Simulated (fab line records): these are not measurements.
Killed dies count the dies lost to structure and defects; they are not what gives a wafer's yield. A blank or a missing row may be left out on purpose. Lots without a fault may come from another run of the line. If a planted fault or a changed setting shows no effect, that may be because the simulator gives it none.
Which tool was responsible? / flow gf180mcu / 6 lots, 18 wafers sampled, at 1 step of a route of 602

== WHAT EACH GAUGE READ, for each wafer ==
GF_V4_BOW_MEAS_05.
lot=L293; measured=day 25 00:19; on=filmMetro-04; V4_BOW (um)=128 124 128
lot=L295; measured=day 25 21:20; on=filmMetro-01; V4_BOW (um)=136 135 134
lot=L298; measured=day 26 17:22; on=filmMetro-02; V4_BOW (um)=132 125 123
lot=L301; measured=day 27 20:27; on=filmMetro-04; V4_BOW (um)=121 124 113
lot=L302; measured=day 28 11:11; on=filmMetro-02; V4_BOW (um)=124 121 123
lot=L307; measured=day 29 10:14; on=filmMetro-04; V4_BOW (um)=126 142 127

== WHAT TOOL EACH LOT RAN ON (gives the tool, then ch and the chambers of the sampled wafers, and finally the start) ==
The record holds no process step before these readings.

== THE ANSWER, worked out from the rows above alone ==
Rule: the lots themselves supply what counts as usual. The widest of any qualifying gaps counts: lots, ordered by their means at a reading, are off when they make up no more than a third of the lots, leave a main group of 4 or more, and stand apart from it by 3 or more times the standard deviation of that group's means. The tables above print the reading to a certain number of digits; a main group whose means all agree to those digits is not used. Also off: a lot with no number at a reading for which 4 or more lots have one. The other lots that the step has rows for count as sound.
No lot is off on any of the readings shown, so nothing can be concluded from this.

== WHAT THE SIMULATOR HAD PUT IN ==
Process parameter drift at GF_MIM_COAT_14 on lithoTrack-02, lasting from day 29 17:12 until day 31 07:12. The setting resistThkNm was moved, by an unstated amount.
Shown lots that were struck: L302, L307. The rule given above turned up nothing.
